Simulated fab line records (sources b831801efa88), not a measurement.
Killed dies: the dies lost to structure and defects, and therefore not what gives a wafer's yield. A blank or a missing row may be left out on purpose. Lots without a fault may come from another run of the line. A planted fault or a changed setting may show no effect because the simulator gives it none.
Matching of chambers    flow gf180mcu    GF_V5_CMP_26 on cmp-02: 4 sister chambers
The step polishes, stops on SiO2, t overpolish 15 s, target thk 0 nm. 4 wafers are shown with their chamber, then 8 later ones without.

## WAFERS WITH THEIR CHAMBER
wafer   chamber  motorCurrentA (A)
L234.3  2        9.6
L235.3  0        11.7
L235.4  3        10.2
L236.1  1        11.5

## WAFERS MISSING THEIR CHAMBER
wafer   motorCurrentA (A)
L236.3  11.9
L236.5  11.7
L237.1  11.5
L237.4  11.6
L237.5  9.8
L240.1  9.3
L240.4  11.9
L240.5  10.1

## EACH ONE'S CHAMBER
wafer   from the rows above      in truth
L236.3  can't be placed: 0 or 1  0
L236.5  can't be placed: 0 or 1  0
L237.1  can't be placed: 1 or 0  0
L237.4  can't be placed: 0 or 1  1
L237.5  can't be placed: 2 or 3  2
L240.1  2                        2
L240.4  can't be placed: 0 or 1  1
L240.5  3                        3
Placed correctly: 2 of 8. Cannot be placed on the basis of these rows: 6; the candidates contain the true chamber in 6. Wrongly placed: 0.
How it was worked out, from the rows above alone: a wafer's distance from a chamber is the root of the sum, over the readings, of the square of ((its reading less the chamber's mean) divided by the reading's scatter). If the next closest chamber is less than 2 further off than the closest, the wafer can't be placed; otherwise it belongs to the closest. A chamber's mean is the mean of its shown wafers. The scatter (one wafer shown for each chamber): square how far every hidden wafer sits from the nearest shown wafer, average those squares and take the square root.
